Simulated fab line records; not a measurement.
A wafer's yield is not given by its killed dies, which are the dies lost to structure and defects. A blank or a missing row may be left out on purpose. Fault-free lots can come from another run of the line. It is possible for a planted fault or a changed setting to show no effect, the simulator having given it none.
Problem report, 8D (eight disciplines) form, completed by code -- flow sky130 -- the parts of the form that need people (team, actions taken, sign-off) are left out

== 1. PROBLEM STATEMENT ==
beamEnergyKeV at SKY_LDD_LDN_IMPLANT_11 reads a mean of 19.282 on 6 wafers of 2 lots; wafers without a fault read 15.000 with a standard deviation of 0.0046. That is +99 or more standard deviations from the usual mean.
The first sign was on wafer L557.1 at day 28 18:00, on implanter-01. At this step, 39 wafers from 13 lots have a number in the record. Rule for "out", or "out of limits": more than 4 standard deviations from the usual mean. The other wafers with a number count as sound.

== 2. WHAT IT IS AND WHAT IT IS NOT ==
question,is,is not
which readings at this step,beamEnergyKeV,-
which lots,"L557, L558","L541, L542, L544, L546, L547, L549, L551, L552, L561, L563, L564"
which wafers of those lots,all that have a number,-
read on which tools,implanter-01,"implanter-02, implanter-03"
when,from day 28 18:00,"up to then (24 sound wafers); but 9 sound wafers of L561, L563, L564 came after"

== 3. SUSPECTS, AND WHAT RULES EACH OUT ==
Counting: any tool at a process step up to the reading is kept as a suspect provided that every lot that is out went through it and no sound lot did after the first of them.
- plasmaAsher-01 at SKY_VT_ADJUST_NCORE_STRIP_10 (strips in O2/N2): kept. Every lot that is out went through it, starting with L557 (day 13 15:25), and after that it ran no sound lot; the last sound lot it ran before then is L552 (day 11 21:56).
- implanter-01 at SKY_LDD_LDN_IMPLANT_11: kept. Every lot that is out went through it, starting with L557 (day 28 18:00), and after that it ran no sound lot; the last sound lot it ran before then is L552 (day 26 22:04). On those wafers its own readings are out: beamEnergyKeV.
What counting leaves: plasmaAsher-01 at SKY_VT_ADJUST_NCORE_STRIP_10 and implanter-01 at SKY_LDD_LDN_IMPLANT_11.

== 4. THE CAUSE (what the simulator had put in) ==
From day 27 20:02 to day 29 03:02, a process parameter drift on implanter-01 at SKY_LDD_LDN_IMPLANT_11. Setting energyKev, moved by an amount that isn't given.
This tool is one of the 2 suspects left after counting.

== 5. SEQUENCE OF EFFECTS, ordered by route ==
One row per reading whose mean, taken over the struck wafers that have a number, lies over 3 standard deviations from the usual. Readings are gone through only where the record gives a usual standard deviation; hours: the median, over the lots, of the time from a lot's start at the first step in this table giving one to that lot's start at this step; sigmas: the change measured in usual standard deviations.
hours,step,reading,usual,on struck wafers,change,sigmas
0,SKY_LDD_LDN_IMPLANT_11,beamEnergyKeV,15.000,19.282,+4.282,+99 or more
Here are the process steps it includes:
- SKY_LDD_LDN_IMPLANT_11

== 6. WHAT WOULD HAVE CAUGHT IT SOONER ==
22 hours passed between the start of the fault at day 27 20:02 and the first reading out of limits in this record, taken at day 28 18:00.
